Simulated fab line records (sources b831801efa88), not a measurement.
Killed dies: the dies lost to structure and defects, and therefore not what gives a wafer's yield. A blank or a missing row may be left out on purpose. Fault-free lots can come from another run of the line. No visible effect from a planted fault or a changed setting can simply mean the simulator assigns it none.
Which tool did it? / flow sky130 / 13 lots with 39 wafers sampled at 3 steps, on a route of 708 steps

WHAT THE GAUGES READ, wafer by wafer
SKY_POLY_GATE_CD_MEAS_13 targets a cd of 150 nm. Usual: cd nm reads 149.9 nm (standard deviation 1.4).
lot=L208; measured=day 16 17:01; on=cd sem-01; cd nm (nm)=152.7 153.9 153.2; flag=
lot=L209; measured=day 16 23:08; on=cd sem-02; cd nm (nm)=150.5 150.1 150.8; flag=
lot=L212; measured=day 18 05:16; on=cd sem-01; cd nm (nm)=149.4 149.1 148.7; flag=
lot=L215; measured=day 19 11:06; on=cd sem-02; cd nm (nm)=151.8 152.2 150.8; flag=
lot=L218; measured=day 20 14:07; on=cd sem-01; cd nm (nm)=150.3 151.4 151.2; flag=
lot=L219; measured=day 20 21:48; on=cd sem-02; cd nm (nm)=149.9 149.4 149.4; flag=
lot=L222; measured=day 21 19:54; on=cd sem-02; cd nm (nm)=147.4 148.5 146.0; flag=
lot=L223; measured=day 22 07:46; on=cd sem-01; cd nm (nm)=148.9 149.3 149.0; flag=
lot=L224; measured=day 22 19:17; on=cd sem-02; cd nm (nm)=149.1 149.5 150.9; flag=
lot=L225; measured=day 23 03:25; on=cd sem-02; cd nm (nm)=149.9 149.7 149.5; flag=
lot=L226; measured=day 23 09:34; on=cd sem-01; cd nm (nm)=148.0 147.5 148.3; flag=
lot=L228; measured=day 23 22:30; on=cd sem-02; cd nm (nm)=147.7 149.0 148.7; flag=
lot=L230; measured=day 24 17:14; on=cd sem-02; cd nm (nm)=150.3 149.4 150.6; flag=

SKY_CONTACT_THK_MEAS_01. Usual: CONTACT_CVD_00_THK 75.4 nm, standard deviation 0.94.
lot=L208; measured=day 30 13:35; on=film metro-03; CONTACT_CVD_00_THK (nm)=74.4 75.9 75.3; flag=
lot=L209; measured=day 30 20:25; on=film metro-01; CONTACT_CVD_00_THK (nm)=73.7 75.3 74.8; flag=
lot=L212; measured=day 32 05:37; on=film metro-01; CONTACT_CVD_00_THK (nm)=75.0 77.2 77.4; flag=
lot=L215; measured=day 33 04:30; on=film metro-02; CONTACT_CVD_00_THK (nm)=75.4 75.9 76.2; flag=
lot=L218; measured=day 34 06:07; on=film metro-01; CONTACT_CVD_00_THK (nm)=75.8 75.4 76.5; flag=
lot=L219; measured=day 34 10:14; on=film metro-03; CONTACT_CVD_00_THK (nm)=74.1 75.0 75.3; flag=
lot=L222; measured=day 35 04:40; on=film metro-03; CONTACT_CVD_00_THK (nm)=75.0 77.1 75.0; flag=
lot=L223; measured=day 35 16:11; on=film metro-01; CONTACT_CVD_00_THK (nm)=75.1 76.2 75.9; flag=
lot=L224; measured=day 36 00:16; on=film metro-02; CONTACT_CVD_00_THK (nm)=74.2 75.1 75.2; flag=
lot=L225; measured=day 36 09:23; on=film metro-03; CONTACT_CVD_00_THK (nm)=76.7 75.6 75.4; flag=
lot=L226; measured=day 36 15:10; on=film metro-03; CONTACT_CVD_00_THK (nm)=75.3 76.6 75.7; flag=
lot=L228; measured=day 37 00:44; on=film metro-03; CONTACT_CVD_00_THK (nm)=73.6 74.9 75.8; flag=
lot=L230; measured=day 37 18:40; on=film metro-03; CONTACT_CVD_00_THK (nm)=75.9 75.3 75.6; flag=

WHAT TOOL EACH LOT RAN ON (gives the tool, then ch and the chambers of the sampled wafers, and finally the start)
lot=L208; SKY_LDD_HVN_EXPOSE_04=iline stepper-02 ch 0, day 19 23:51
lot=L209; SKY_LDD_HVN_EXPOSE_04=iline stepper-02 ch 0, day 20 05:13
lot=L212; SKY_LDD_HVN_EXPOSE_04=iline stepper-02 ch 0, day 21 13:57
lot=L215; SKY_LDD_HVN_EXPOSE_04=iline stepper-02 ch 0, day 22 18:48
lot=L218; SKY_LDD_HVN_EXPOSE_04=iline stepper-02 ch 0, day 23 22:18
lot=L219; SKY_LDD_HVN_EXPOSE_04=iline stepper-01 ch 0, day 24 04:28
lot=L222; SKY_LDD_HVN_EXPOSE_04=iline stepper-02 ch 0, day 25 01:55
lot=L223; SKY_LDD_HVN_EXPOSE_04=iline stepper-02 ch 0, day 25 13:45
lot=L224; SKY_LDD_HVN_EXPOSE_04=iline stepper-01 ch 0, day 26 00:23
lot=L225; SKY_LDD_HVN_EXPOSE_04=iline stepper-01 ch 0, day 26 09:13
lot=L226; SKY_LDD_HVN_EXPOSE_04=iline stepper-02 ch 0, day 26 14:36
lot=L228; SKY_LDD_HVN_EXPOSE_04=iline stepper-01 ch 0, day 27 02:08
lot=L230; SKY_LDD_HVN_EXPOSE_04=iline stepper-01 ch 0, day 27 21:14
- SKY_LDD_HVN_EXPOSE_04: exposes mask HVNTM, target cd 700 nm.

WHAT THE TOOLS THEMSELVES READ (means of the sampled wafers that have a number; where no wafer has one, the mark that the record gives instead)
SKY_LDD_HVN_EXPOSE_04. Usual: stage vel mm s 500.02 mm/s, standard deviation 0.23.
lot=L208; tool=iline stepper-02; stage vel mm s (mm/s)=500.07; flag=
lot=L209; tool=iline stepper-02; stage vel mm s (mm/s)=500.28; flag=
lot=L212; tool=iline stepper-02; stage vel mm s (mm/s)=500.04; flag=
lot=L215; tool=iline stepper-02; stage vel mm s (mm/s)=500.09; flag=
lot=L218; tool=iline stepper-02; stage vel mm s (mm/s)=499.99; flag=
lot=L219; tool=iline stepper-01; stage vel mm s (mm/s)=500.06; flag=
lot=L222; tool=iline stepper-02; stage vel mm s (mm/s)=499.79; flag=
lot=L223; tool=iline stepper-02; stage vel mm s (mm/s)=499.92; flag=
lot=L224; tool=iline stepper-01; stage vel mm s (mm/s)=500.03; flag=
lot=L225; tool=iline stepper-01; stage vel mm s (mm/s)=499.95; flag=
lot=L226; tool=iline stepper-02; stage vel mm s (mm/s)=500.10; flag=
lot=L228; tool=iline stepper-01; stage vel mm s (mm/s)=499.78; flag=
lot=L230; tool=iline stepper-01; stage vel mm s (mm/s)=500.01; flag=

THE ANSWER, worked out from the rows above alone
Rule: a lot counts as off when the mean over its wafers that have a number is more than 3 standard deviations away from the usual mean. Also off: a lot with no number at a reading for which 4 or more lots have one. All remaining lots with rows at the step are treated as sound. The gauges are gone through in route order, then the tools' own readings, and for those a lot's mean is taken as printed above. At the first step where some lot is off, the reading lying furthest off is the one used; lots without a number count as furthest.
Across all readings shown, no lot is off: no conclusion can be drawn from this.

WHAT WAS PUT IN BY THE SIMULATOR
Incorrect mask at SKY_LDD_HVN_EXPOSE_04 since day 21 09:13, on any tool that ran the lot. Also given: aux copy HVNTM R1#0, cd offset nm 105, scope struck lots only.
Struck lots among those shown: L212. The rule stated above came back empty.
